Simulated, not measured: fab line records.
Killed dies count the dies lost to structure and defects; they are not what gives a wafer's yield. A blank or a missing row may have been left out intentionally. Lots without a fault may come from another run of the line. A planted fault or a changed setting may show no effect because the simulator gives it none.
Which tool was responsible? -- flow sky130 -- 45 wafers sampled from 15 lots at 1 step of a route of 708

== WHAT THE GAUGES READ, wafer by wafer ==
SKY_FIELD_ISO_BOW_MEAS_00. Usual: INCOMING_BOW 0 um, standard deviation 6.5.
lot,measured,on,INCOMING_BOW (um),flag
L915,day 1 10:01,filmMetro-01,-2 4 2,
L916,day 1 15:00,filmMetro-03,1 6 4,
L917,day 1 20:04,filmMetro-04,-11 -7 18,
L918,day 2 01:00,filmMetro-01,-8 -3 3,
L920,day 2 11:00,filmMetro-04,7 4 -15,
L926,day 3 17:00,filmMetro-01,-3 -5 -9,
L927,day 3 22:01,filmMetro-04,-4 -2 -3,
L928,day 4 03:02,filmMetro-01,7 3 9,
L931,day 4 18:00,filmMetro-04,-12 5 -8,
L932,day 4 23:00,filmMetro-01,-1 7 9,
L933,day 5 04:01,filmMetro-04,0 -5 -11,
L935,day 5 14:02,filmMetro-01,2 3 6,
L936,day 5 19:01,filmMetro-03,-4 -2 -4,
L937,day 6 00:00,filmMetro-03,-11 -3 0,
L938,day 6 05:01,filmMetro-01,-6 4 -9,

== WHAT TOOL EACH LOT RAN ON (gives the tool, then ch and the chambers of the sampled wafers, and finally the start) ==
There is no process step in the record ahead of these readings.

== WHAT THE TOOLS THEMSELVES READ (means of the sampled wafers that have a number; where no wafer has one, the mark that the record gives instead) ==
The record holds no such reading with a usual standard deviation.

== THE ANSWER, worked out from the rows above alone ==
Rule: a lot is off if the mean of its wafers that have a number lies more than 3 standard deviations from the usual mean. Also off: a lot with no number at a reading for which 4 or more lots have one. Any other lot the step has rows for is counted as sound. First the gauges in route order, then the tools' own readings, where a lot's mean is used as printed above. At the first step where some lot is off, the reading lying furthest off is the one used; lots without a number count as furthest.
None of the lots is off at any reading shown; this tells nothing.

== WHAT WAS PUT IN BY THE SIMULATOR ==
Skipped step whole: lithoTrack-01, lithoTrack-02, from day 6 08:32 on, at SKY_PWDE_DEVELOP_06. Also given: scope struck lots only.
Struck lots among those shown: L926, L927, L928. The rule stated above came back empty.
